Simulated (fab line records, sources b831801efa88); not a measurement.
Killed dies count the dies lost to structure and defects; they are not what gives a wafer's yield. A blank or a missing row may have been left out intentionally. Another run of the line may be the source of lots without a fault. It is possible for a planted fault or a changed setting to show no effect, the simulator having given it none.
Problem report, 8D (eight disciplines) form, completed by code	flow sfqLine	the parts of the form that need people (team, actions taken, sign-off) are left out

1. THE ISSUE
Wafers without a fault read 208 s, standard deviation 8.8; timeToEndpointS at SFQ_TRILAYER_I0_CMP_CMP_028 reads a mean of 158 s on 2 wafers belonging to 2 lots. That is -5.6 standard deviations from the usual mean.
The step: polishes SiO2.
The first sign was on wafer L784.1 at day 11 06:39, on cmp-02. At this step, 31 wafers from 11 lots have a number in the record. Rule for "out" (also "out of limits"): further than 4 standard deviations from the usual mean. All remaining wafers that have a number are taken as sound.

2. WHAT IT IS, AND WHAT IT ISN'T
question	is	is not
which readings at this step	timeToEndpointS	motorCurrentA
which lots	L784, L787	L771, L772, L773, L774, L775, L776, L777, L778, L789
which wafers of those lots	L784.1, L787.1	L784.2, L787.2
read on which tools	cmp-02	cmp-01
when	from day 11 06:39	up to then (25 sound wafers); but 4 sound wafers of L787, L789 came after

3. WHAT RULES OUT EACH SUSPECT
Counting: a tool at a process step up to the reading stays a suspect if it ran every lot that is out. Sound lots after the first of them don't rule it out here, since some wafers of a struck lot are sound.
- cmp-02 at SFQ_TRILAYER_I0_CMP_CMP_028 (polishes SiO2): kept. It ran every lot that is out, first L784 (day 11 05:39); its last sound lot up to then is L778 (day 9 16:09). On those wafers its own readings are out: timeToEndpointS.
- Within cmp-02 at SFQ_TRILAYER_I0_CMP_CMP_028: the wafers that are out ran in chambers 0, 1; their sound lot-mates ran in chamber 3.
After counting, what remains is cmp-02 at SFQ_TRILAYER_I0_CMP_CMP_028.

4. THE CAUSE (what the simulator had put in)
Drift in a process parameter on cmp-02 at SFQ_TRILAYER_I0_CMP_CMP_028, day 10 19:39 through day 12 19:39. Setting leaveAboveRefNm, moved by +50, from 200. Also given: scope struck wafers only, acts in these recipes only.
The count eliminated every tool but this one.

5. THE EFFECT CHAIN, in route order
One row per reading whose mean, taken over the struck wafers that have a number, lies over 3 standard deviations from the usual. Only readings for which the record gives a usual standard deviation are gone through. hours: the time from each lot's start at the first step in this table that gives one to its start at this step, as a median over the lots. sigmas: the change in usual standard deviations.
hours	step	reading	usual	on struck wafers	change	sigmas
0	SFQ_TRILAYER_I0_CMP_CMP_028	timeToEndpointS	208 s	158	-50	-5.6
2	SFQ_TRILAYER_I0_METRO_MEASURE_029	thkNm	199.2 nm	247.8	+48.6	+37
41	SFQ_TRILAYER_I0_VIA_ETCH_VIA_ETCH_034	oesProductAu	0.853 a.u.	0.973	+0.120	+24
Here are the process steps it includes:
- SFQ_TRILAYER_I0_CMP_CMP_028: polishes SiO2.
- SFQ_TRILAYER_I0_METRO_MEASURE_029
- SFQ_TRILAYER_I0_VIA_ETCH_VIA_ETCH_034: etches SiO2 in CHF3, stops on Nb, target depth 260 nm.

6. WHAT WOULD HAVE CAUGHT IT SOONER
First out-of-limits reading in this record: day 11 06:39, which is 11 hours after fault onset at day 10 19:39.
